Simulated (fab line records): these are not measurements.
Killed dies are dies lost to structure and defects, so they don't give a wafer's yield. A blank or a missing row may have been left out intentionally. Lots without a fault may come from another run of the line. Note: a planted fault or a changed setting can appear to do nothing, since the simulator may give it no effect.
Which tool is to blame?	flow gf180mcu	Sampling: 13 lots, 39 wafers, 4 of 602 route steps

== WHAT THE GAUGES READ, wafer by wafer ==
GF_VT_IMPLANT_RS_MEAS_48: measurement is done with a four-point probe.
lot	measured	on	LVPWELL_RS (ohm/sq)
L454	day 7 15:51	film metro-02	1195.3 1191.3 1195.7
L455	day 7 20:05	film metro-01	1196.7 1196.0 1195.5
L456	day 8 01:29	film metro-01	1200.2 1199.9 1198.1
L457	day 8 09:34	film metro-03	1195.1 1194.3 1197.6
L458	day 8 17:22	film metro-01	1197.4 1200.3 1198.2
L459	day 9 01:52	film metro-01	1195.4 1191.1 1194.5
L460	day 9 12:32	film metro-01	1198.1 1199.1 1196.6
L461	day 9 12:46	film metro-02	1193.4 1193.1 1194.0
L462	day 9 22:46	film metro-02	1199.0 1192.4 1200.1
L463	day 10 12:57	film metro-01	1195.5 1195.4 1198.3
L469	day 11 20:29	film metro-01	1197.3 1194.4 1195.2
L475	day 13 13:16	film metro-01	1200.8 1197.5 1199.6
L476	day 13 20:36	film metro-01	1195.3 1200.0 1193.7

GF_HV_LDD_CD_MEAS_31 targets a cd of 400 nm.
lot	measured	on	cd nm (nm)
L454	day 11 13:58	cd sem-02	399.8 398.6 399.9
L455	day 11 20:02	cd sem-01	394.2 394.7 397.9
L456	day 12 02:35	cd sem-01	403.0 402.8 403.3
L457	day 12 12:23	cd sem-02	401.8 402.5 401.3
L458	day 12 20:47	cd sem-02	394.8 394.1 394.6
L459	day 13 05:37	cd sem-02	399.7 399.1 401.2
L460	day 13 18:52	cd sem-02	397.4 399.0 398.2
L461	day 13 20:19	cd sem-02	398.9 397.0 397.7
L462	day 14 09:22	cd sem-02	399.6 397.5 397.8
L463	day 15 00:04	cd sem-02	398.6 397.5 397.0
L469	day 16 16:14	cd sem-01	401.3 399.0 401.5
L475	day 18 09:32	cd sem-01	401.8 403.2 401.9
L476	day 18 22:58	cd sem-01	400.9 402.0 400.8

== EACH LOT AND THE TOOL THAT RAN IT (in order: tool; ch and the chambers of the sampled wafers; start) ==
lot	GF_STI_ETCH_13	GF_NWELL_STRIP_10
L454	rie diel-01 ch 0,1,3, day 2 02:22	plasma asher-03 ch 0,1, day 3 08:32
L455	rie diel-01 ch 0,1,3, day 2 08:04	plasma asher-02 ch 0,1, day 3 13:32
L456	rie diel-01 ch 0,2,3, day 2 11:05	plasma asher-03 ch 0,1, day 3 17:26
L457	rie diel-04 ch 1,2, day 2 17:29	plasma asher-03 ch 0,1, day 4 00:06
L458	rie diel-04 ch 0,2, day 2 22:05	plasma asher-02 ch 0,1, day 4 05:44
L459	rie diel-01 ch 0,1,3, day 3 02:56	plasma asher-02 ch 0,1, day 4 11:54
L460	rie diel-03 ch 0,1,2, day 3 07:41	plasma asher-04 ch 0,1, day 4 17:38
L461	rie diel-03 ch 0,1,3, day 3 13:13	plasma asher-03 ch 0,1, day 4 21:14
L462	rie diel-04 ch 1,2,3, day 3 18:44	plasma asher-03 ch 1, day 5 06:24
L463	rie diel-01 ch 0,1,2, day 4 00:19	plasma asher-02 ch 0,1, day 5 15:33
L469	rie diel-01 ch 0,3, day 5 07:02	plasma asher-04 ch 0,1, day 6 18:27
L475	rie diel-03 ch 1,2,3, day 6 14:26	plasma asher-02 ch 0,1, day 8 02:55
L476	rie diel-03 ch 0,3, day 6 18:38	plasma asher-03 ch 0,1, day 8 09:02
- GF_STI_ETCH_13: etches the open film in CHF3/O2, stops on Si, target depth 282.31 nm, time 112.9 s.
- GF_NWELL_STRIP_10: strips in O2/N2.

== WHAT THE TOOLS THEMSELVES READ (means of the sampled wafers that have a number; where no wafer has one, the mark that the record gives instead) ==
GF_STI_ETCH_13.
lot	tool	drypump motor current A (A)	oes product au (a.u.)	throttle valve pct (%)
L454	rie diel-01	6.0	0.831	8.809
L455	rie diel-01	6.0	0.837	8.811
L456	rie diel-01	5.9	0.831	8.808
L457	rie diel-04	5.1	0.841	8.808
L458	rie diel-04	5.8	0.834	8.802
L459	rie diel-01	6.0	0.822	8.808
L460	rie diel-03	5.5	0.828	8.807
L461	rie diel-03	5.6	0.831	8.808
L462	rie diel-04	5.2	0.827	8.809
L463	rie diel-01	6.0	0.838	8.805
L469	rie diel-01	5.8	0.815	8.815
L475	rie diel-03	5.6	0.835	8.813
L476	rie diel-03	5.2	0.825	8.815

GF_NWELL_STRIP_10.
lot	tool	drypump motor current A (A)	heater power w (W)	oes product au (a.u.)	strip time to endpoint s (s)
L454	plasma asher-03	6.3	299	0.719	36.88
L455	plasma asher-02	5.9	329	0.721	36.95
L456	plasma asher-03	6.3	302	0.726	37.10
L457	plasma asher-03	6.5	356	0.719	37.07
L458	plasma asher-02	5.9	321	0.724	36.80
L459	plasma asher-02	5.9	324	0.724	37.02
L460	plasma asher-04	5.8	329	0.728	36.93
L461	plasma asher-03	6.5	347	0.720	36.83
L462	plasma asher-03	6.7	399	0.719	37.18
L463	plasma asher-02	6.0	326	0.723	36.83
L469	plasma asher-04	5.8	327	0.719	36.86
L475	plasma asher-02	5.9	332	0.717	36.83
L476	plasma asher-03	6.5	348	0.726	36.91

== THE ANSWER, worked out from the rows above alone ==
Rule: the usual values come from the lots themselves. The widest of any qualifying gaps counts: lots, ordered by their means at a reading, are off when they make up no more than a third of the lots, leave a main group of 4 or more, and stand apart from it by 3 or more times the standard deviation of that group's means. The tables above print the reading to a certain number of digits; a main group whose means all agree to those digits is not used. A lot without any number at a reading at which 4 lots or more have one is off too. All remaining lots with rows at the step are treated as sound. First the gauges in route order, then the tools' own readings, where a lot's mean is used as printed above. The first step at which some lot is off is used, and at that step the reading that is off furthest; a lot without a number counts as furthest.
Nothing can be told from this: no lot is off at any reading shown.

== WHAT HAD BEEN PUT IN BY THE SIMULATOR ==
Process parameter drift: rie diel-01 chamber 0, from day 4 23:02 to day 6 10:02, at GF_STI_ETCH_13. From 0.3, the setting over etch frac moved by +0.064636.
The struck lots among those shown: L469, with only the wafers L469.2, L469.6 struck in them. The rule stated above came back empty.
